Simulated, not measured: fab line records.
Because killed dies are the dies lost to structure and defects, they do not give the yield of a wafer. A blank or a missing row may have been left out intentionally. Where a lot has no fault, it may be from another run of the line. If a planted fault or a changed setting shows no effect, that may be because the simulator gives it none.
Comparing a struck lot with a sound one    flow sfq line    14 out of 325 route steps
Sound: wafers L746.3, L746.5, L746.6. Wafers struck: L751.2, L751.3, L751.4. The cause comes at the end.
At each step with rows: each side's tool, then ch and its chambers, then its first start. Under that, the readings that differ: sound wafers    struck wafers    difference of the means    sigmas: that difference in standard deviations of wafers without a fault.
alike: same words and numbers on both sides, and readings whose means sit less than 2 such deviations apart. not compared: any withheld reading, any reading some wafer has no value for, any bound like >300 that may hide the same value, and any number with overlapping values for which the record gives no deviation.
The two part at a step that has a row with sigmas, a row that says differs or no value, or rows on one side only. Numbers that don't overlap but have no deviation are shown without sigmas and don't part them. A reading missing from all wafers of one side parts the sides only when that side holds two or more wafers.

first, 6 steps without rows for these wafers: SFQ_TRILAYER_L0_VIA_LITHO_COAT_018 (resist thk 62 nm); SFQ_TRILAYER_L0_VIA_LITHO_COAT_013 (resist thk 650 nm); SFQ_TRILAYER_L0_VIA_LITHO_SOFTBAKE_017; SFQ_TRILAYER_L0_VIA_LITHO_EXPOSE_014 (exposes mask L0V, target cd 700 nm); SFQ_TRILAYER_L0_VIA_LITHO_PEB_016 (peb time 60 s); SFQ_TRILAYER_L0_VIA_LITHO_DEVELOP_015 (time 60 s).
SFQ_L0V_OVL_MEAS_903:
  sound on overlay-02 at day 11 00:13; struck on overlay-02 at day 12 05:05
  alike: L0V_OVL
SFQ_TRILAYER_L0_VIA_BARC_OPEN_VIA_ETCH_021: etches BARC in O2, target depth 125 nm, time 41.7 s.
  sound on rie diel-04 ch 0,1,2, day 11 00:14; struck on rie diel-04 ch 1,2,3, day 12 05:07
  alike: drypump motor current A, oes product au
  not compared: rf hours counter h
SFQ_TRILAYER_L0_VIA_ETCH_VIA_ETCH_016: etches SiO2 in CHF3, stops on MoNx KI, target depth 80 nm.
  sound on rie diel-04 ch 0,1,2, day 11 00:16; struck on rie diel-04 ch 1,2,3, day 12 05:10
  alike: drypump motor current A, oes product au
SFQ_TRILAYER_L0_VIA_STRIP_STRIP_017: strips in O2.
  sound on rie metal-04 ch 0,1, day 11 00:31; struck on rie metal-02 ch 0,1, day 12 05:13
  alike: drypump motor current A, oes product au
  not compared: rf hours counter h
then, 2 steps without rows for these wafers: SFQ_TRILAYER_L0_VIA_STRIP_SOLV_CLEAN_018 (cleans in NMP, time 600 s); SFQ_TRILAYER_M0_DEP_PRE_CLEAN_020 (time 15 s).
SFQ_TRILAYER_M0_DEP_SPUTTER_019: material Nb, target thk 200 nm, time 133.3 s.
  sound on pvd sputter-04 at day 11 01:07; struck on pvd sputter-05 at day 12 06:02
reading                                              sound            struck             difference  sigmas
model.Nb_of_TRILAYER_M0_DEP_SPUTTER_019.thk nm (nm)  202.3 201.8 198  371.4 367.2 369.8  +168.8      
  alike: throttle valve pct
SFQ_M0_RS_MEAS_904: measures by four-point-probe.
  sound on film metro-04 at day 11 01:15; struck on film metro-02 at day 12 06:25
reading            sound              struck             difference  sigmas
M0_NB_RS (ohm/sq)  0.878 0.882 0.897  0.476 0.482 0.480  -0.406      -37
  not compared: hold

== WHERE THEY PART ==
Within this record, at SFQ_M0_RS_MEAS_904 only.

WHY: what had been put in by the simulator
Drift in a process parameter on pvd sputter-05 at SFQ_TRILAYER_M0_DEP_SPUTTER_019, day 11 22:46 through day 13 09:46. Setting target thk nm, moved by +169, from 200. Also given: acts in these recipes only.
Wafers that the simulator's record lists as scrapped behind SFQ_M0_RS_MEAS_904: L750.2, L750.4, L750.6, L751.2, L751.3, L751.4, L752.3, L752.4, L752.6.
